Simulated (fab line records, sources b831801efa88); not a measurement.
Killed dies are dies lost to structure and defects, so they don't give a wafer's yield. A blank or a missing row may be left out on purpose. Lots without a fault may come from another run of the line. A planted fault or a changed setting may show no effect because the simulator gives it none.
Problem report in the 8D (eight disciplines) form, filled by code | flow sky130 | the parts of the form that need people (team, actions taken, sign-off) are left out

1. THE PROBLEM
killed_at_M4_up at SKY_PAD_OPEN_PROBE_99 reads a mean of 47.0 on 6 wafers of 2 lots; wafers without a fault read 3.2 with a standard deviation of 1.8. That is +24 standard deviations from the usual mean.
First seen on wafer L632.2, day 49 06:19, on prober-02. The record holds 6 wafers of 2 lots with a number at this step. Rule for "out", or "out of limits": more than 4 standard deviations from the usual mean. The other wafers with a number count as sound.

2. WHAT IT IS AND WHAT IT IS NOT
question                    | is                     | is not
which readings at this step | killed_at_M4_up        | killed_at_M0_to_M3, killed_at_contacts, killed_at_other, killed_open, killed_short, sort_bin_6_memory
which lots                  | L632, L634             | -
which wafers of those lots  | all that have a number | -
read on which tools         | prober-02              | -
when                        | from day 49 06:19      | up to then (0 sound wafers)

3. SUSPECTS, AND WHAT RULES EACH OUT
Counting: a tool at a process step up to the reading stays a suspect if it ran every lot that is out and no sound lot after the first of them.
- rie_metal-02 at SKY_METAL4_ETCH_16 (etches BARC in N2/H2, stops on SiO2, time 88.2 s, target depth 60 nm): kept. It ran every lot that is out, first L632 (day 45 20:18), and no sound lot after that.
- prober-02 at SKY_PAD_OPEN_PROBE_99: kept. It ran every lot that is out, first L632 (day 49 06:19), and no sound lot after that. Its own readings are out on those wafers: killed_at_M4_up.
Left after counting: rie_metal-02 at SKY_METAL4_ETCH_16, prober-02 at SKY_PAD_OPEN_PROBE_99.

4. THE CAUSE (what the simulator had put in)
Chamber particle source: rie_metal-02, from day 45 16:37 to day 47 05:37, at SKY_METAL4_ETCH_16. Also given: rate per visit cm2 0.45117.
Counting left 2 suspects, and this tool is among them.

5. THE CHAIN OF EFFECTS, in route order
Each row: a reading whose mean over the struck wafers that have a number lies more than 3 standard deviations from the usual. Only readings for which the record gives a usual standard deviation are gone through. hours: the time from each lot's start at the first step in this table that gives one to its start at this step, as a median over the lots. sigmas: the change in usual standard deviations.
hours | step                  | reading              | usual  | on struck wafers | change | sigmas
0     | SKY_PAD_OPEN_PROBE_99 | defect_limited_yield | 82.3 % | 75.1             | -7.2   | -3.6
0     | SKY_PAD_OPEN_PROBE_99 | killed_at_M4_up      | 3.2    | 47.0             | +43.8  | +24
0     | SKY_PAD_OPEN_PROBE_99 | killed_dies          | 87     | 122              | +35    | +3.6
0     | SKY_PAD_OPEN_PROBE_99 | sort_bin_5_function  | 10.4 % | 15.8             | +5.4   | +3.4
0     | SKY_PAD_OPEN_PROBE_99 | sort_n_pass          | 405    | 370              | -35    | -3.6
0     | SKY_PAD_OPEN_PROBE_99 | sort_yield_pct       | 82.3 % | 75.1             | -7.2   | -3.6
The process steps in it:
- SKY_PAD_OPEN_PROBE_99

6. WHAT WOULD HAVE CAUGHT IT SOONER
In this record the first reading out of limits was taken at day 49 06:19, 86 hours after the fault began at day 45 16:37.
Of the tool readings at SKY_METAL4_ETCH_16 for which the record gives a usual standard deviation, none was out on any struck wafer, so an alarm limit of 4 standard deviations on them would not have fired.
All the lots that are out (2) had begun SKY_METAL4_ETCH_16 on rie_metal-02 by day 49 06:19. A hold on the tool at that time would have spared none of them.
